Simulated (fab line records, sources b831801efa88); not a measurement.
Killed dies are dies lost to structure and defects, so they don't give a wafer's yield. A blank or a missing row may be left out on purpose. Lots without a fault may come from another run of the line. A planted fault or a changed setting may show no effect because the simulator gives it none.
A struck lot beside a sound one | flow sfq_line | 42 steps out of a route of 325
Sound: wafers L826.2, L826.3, L826.6. Struck: wafers L818.1, L818.4. (L818.5 of the same lot was not struck and is left out.) The cause comes at the end.
At each step with rows: each side's tool, then ch and its chambers, then its first start. Under that, the readings that differ: sound wafers | struck wafers | difference of the means | sigmas: that difference in standard deviations of wafers without a fault.
alike: readings whose means differ by less than 2 such deviations, and words and numbers that are the same on both sides. not compared: withheld readings, readings that some wafer has no value for, bounds like >300 that may hide the same value, and numbers for which the record gives no deviation and whose values overlap.
The two part at a step that has a row with sigmas, a row that says differs or no value, or rows on one side only. Numbers that don't overlap but have no deviation are shown without sigmas and don't part them. A reading that every wafer of one side lacks parts them only if that side has two wafers or more.

first, 3 steps without rows for these wafers: SFQ_TRILAYER_I4_VIA_LITHO_EXPOSE_104 (exposes mask I4, target cd 700 nm); SFQ_TRILAYER_I4_VIA_LITHO_PEB_106 (peb time 60 s); SFQ_TRILAYER_I4_VIA_LITHO_DEVELOP_105 (time 60 s).
SFQ_I4_OVL_MEAS_928:
  sound on overlay-02, day 59 12:44; struck on overlay-01, day 52 12:16
  alike: I4_OVL
SFQ_TRILAYER_I4_VIA_BARC_OPEN_VIA_ETCH_146: etches BARC in O2, target depth 125 nm, time 41.7 s.
  sound on rie_diel-03 ch 1,3, day 59 12:46; struck on rie_diel-01 ch 2,3, day 52 12:19
  alike: drypump_motor_current_A, oes_product_au
  not compared: rf_hours_counter_h
then, 1 step without rows for these wafers: SFQ_TRILAYER_I4_VIA_ETCH_VIA_ETCH_106 (etches SiO2 in CHF3, stops on Nb, target depth 260 nm).
SFQ_TRILAYER_I4_VIA_STRIP_STRIP_107: strips in O2.
  sound on rie_metal-04 ch 0,1, day 59 12:55; struck on rie_metal-01 ch 0,1, day 52 12:28
  reading                     | sound          | struck    | difference | sigmas
  drypump_motor_current_A (A) | 5.75 6.15 6.14 | 5.43 5.51 | -0.54      | -2
  alike: oes_product_au
  not compared: rf_hours_counter_h
then, 5 steps without rows for these wafers: SFQ_TRILAYER_I4_VIA_STRIP_SOLV_CLEAN_108 (cleans in NMP, time 600 s); SFQ_TRILAYER_JJ_TRILAYER_DEP_PRE_CLEAN_113 (time 22.5 s); SFQ_TRILAYER_JJ_TRILAYER_DEP_SPUTTER_109 (material Nb, target thk 150 nm, time 100 s); SFQ_TRILAYER_JJ_TRILAYER_DEP_SPUTTER_110 (material Al, target thk 8 nm, time 10 s); SFQ_TRILAYER_JJ_TRILAYER_DEP_AL_OXIDATION_111 (oxidation time 600 s).
SFQ_TRILAYER_JJ_TRILAYER_DEP_SPUTTER_112: material Nb, target thk 170 nm, time 113.3 s.
  sound on pvd_sputter-05, day 59 14:49; struck on pvd_sputter-04, day 52 14:22
  reading                                                      | sound             | struck      | difference | sigmas
  model.Nb_of_TRILAYER_JJ_TRILAYER_DEP_SPUTTER_112.thk_nm (nm) | 168.8 170.1 168.8 | 188.6 187.4 | +18.8      |
  alike: cathode_dc_power_W, throttle_valve_pct
SFQ_JJ_RS_MEAS_929: measures by four-point-probe.
  sound on film_metro-04, day 59 14:55; struck on film_metro-01, day 52 14:26
  reading           | sound             | struck      | difference | sigmas
  JJ_NB_RS (ohm/sq) | 1.056 1.046 1.053 | 0.944 0.949 | -0.105     | -8
then, 6 steps without rows for these wafers: SFQ_TRILAYER_JJ_CE_LITHO_COAT_119 (resist thk 62 nm); SFQ_TRILAYER_JJ_CE_LITHO_COAT_114 (resist thk 600 nm); SFQ_TRILAYER_JJ_CE_LITHO_SOFTBAKE_118; SFQ_TRILAYER_JJ_CE_LITHO_EXPOSE_115 (exposes mask J5, target cd 700 nm); SFQ_TRILAYER_JJ_CE_LITHO_PEB_117 (peb time 60 s); SFQ_TRILAYER_JJ_CE_LITHO_DEVELOP_116 (time 60 s).
-- the record jumps here: 4 days lie between the struck wafers' starts before and after --
SFQ_JJ_OVL_MEAS_931:
  sound on overlay-01, day 59 17:20; struck on overlay-01, day 56 08:26
  alike: J5_OVL
SFQ_TRILAYER_JJ_CE_METRO_MEASURE_117:
  sound on cd_sem-01, day 59 17:34; struck on cd_sem-01, day 56 08:28
  alike: cd_nm
then, 3 steps without rows for these wafers: SFQ_TRILAYER_JJ_CE_BARC_OPEN_RIE_150 (chemistry O2, target BARC, target depth 240 nm, time 80 s); SFQ_TRILAYER_JJ_CE_ETCH_RIE_118 (chemistry SF6, target Nb, stops on Al2O3, time 97.7 s, target depth 170 nm); SFQ_TRILAYER_JJ_ANODIZE_ANODIZE_119.
SFQ_TRILAYER_JJ_CE_STRIP_STRIP_120: strips in O2.
  sound on rie_metal-01 ch 0,1, day 59 19:16; struck on rie_metal-04 ch 0,1, day 56 10:22
  alike: drypump_motor_current_A, oes_product_au
  not compared: rf_hours_counter_h
then, 7 steps without rows for these wafers: SFQ_TRILAYER_JJ_CE_STRIP_SOLV_CLEAN_121 (cleans in NMP, time 600 s); SFQ_TRILAYER_M5_LITHO_COAT_128 (resist thk 62 nm); SFQ_TRILAYER_M5_LITHO_COAT_123 (resist thk 600 nm); SFQ_TRILAYER_M5_LITHO_SOFTBAKE_127; SFQ_TRILAYER_M5_LITHO_EXPOSE_124 (exposes mask M5, target cd 700 nm); SFQ_TRILAYER_M5_LITHO_PEB_126 (peb time 60 s); SFQ_TRILAYER_M5_LITHO_DEVELOP_125 (time 60 s).
-- the record jumps here: 5 days lie between the struck wafers' starts before and after --
SFQ_M5_OVL_MEAS_932:
  sound on overlay-01, day 65 04:55; struck on overlay-01, day 61 14:44
  alike: M5_OVL
then, 4 steps without rows for these wafers: SFQ_TRILAYER_M5_BARC_OPEN_METAL_ETCH_161 (etches BARC in O2, target depth 125 nm, time 41.7 s); SFQ_TRILAYER_M5_ETCH_METAL_ETCH_126 (etches Nb in Cl2/BCl3, stops on SiO2, time 203.2 s, target depth 265 nm); SFQ_TRILAYER_M5_STRIP_STRIP_127 (strips in O2); SFQ_TRILAYER_M5_STRIP_SOLV_CLEAN_128 (cleans in NMP, time 600 s).
SFQ_TRILAYER_A5B_DEP_PECVD_129: deposits SiO2 from SiH4/N2O, time 133.33 s, target thk 600 nm.
  sound on pecvd-03 ch 0,1,2, day 65 05:59; struck on pecvd-03 ch 0,2, day 61 15:49
  alike: heater_power_outer_w, heater_power_w, throttle_valve_pct
then, 2 steps without rows for these wafers: SFQ_TRILAYER_A5B_CMP_CMP_130 (polishes, stops on Nb, target thk 340.7 nm); SFQ_TRILAYER_A5B_METRO_MEASURE_131.
-- the record jumps here: 5 days lie between the struck wafers' starts before and after --
SFQ_TRILAYER_R5_ETCH_METAL_ETCH_139: etches the open film in Cl2, stops on SiO2, target depth 60 nm, time 40 s.
  sound on rie_metal-03 ch 0,1, day 70 05:16; struck on rie_metal-03 ch 1, day 66 21:49
  reading                                                      | sound             | struck      | difference | sigmas
  model.Nb_of_TRILAYER_JJ_TRILAYER_DEP_SPUTTER_112.thk_nm (nm) | 158.8 160.2 158.7 | 178.8 177.6 | +19.0      |
  alike: drypump_motor_current_A, oes_product_au
  not compared: rf_hours_counter_h

WHERE THEY PART
First at SFQ_TRILAYER_I4_VIA_STRIP_STRIP_107; last, within this record, at SFQ_JJ_RS_MEAS_929. Later steps at which nothing parts them and some readings are alike: SFQ_JJ_OVL_MEAS_931, SFQ_TRILAYER_JJ_CE_METRO_MEASURE_117, SFQ_TRILAYER_JJ_CE_STRIP_STRIP_120, SFQ_M5_OVL_MEAS_932, SFQ_TRILAYER_A5B_DEP_PECVD_129, SFQ_TRILAYER_R5_ETCH_METAL_ETCH_139.

WHY: what the simulator had put in
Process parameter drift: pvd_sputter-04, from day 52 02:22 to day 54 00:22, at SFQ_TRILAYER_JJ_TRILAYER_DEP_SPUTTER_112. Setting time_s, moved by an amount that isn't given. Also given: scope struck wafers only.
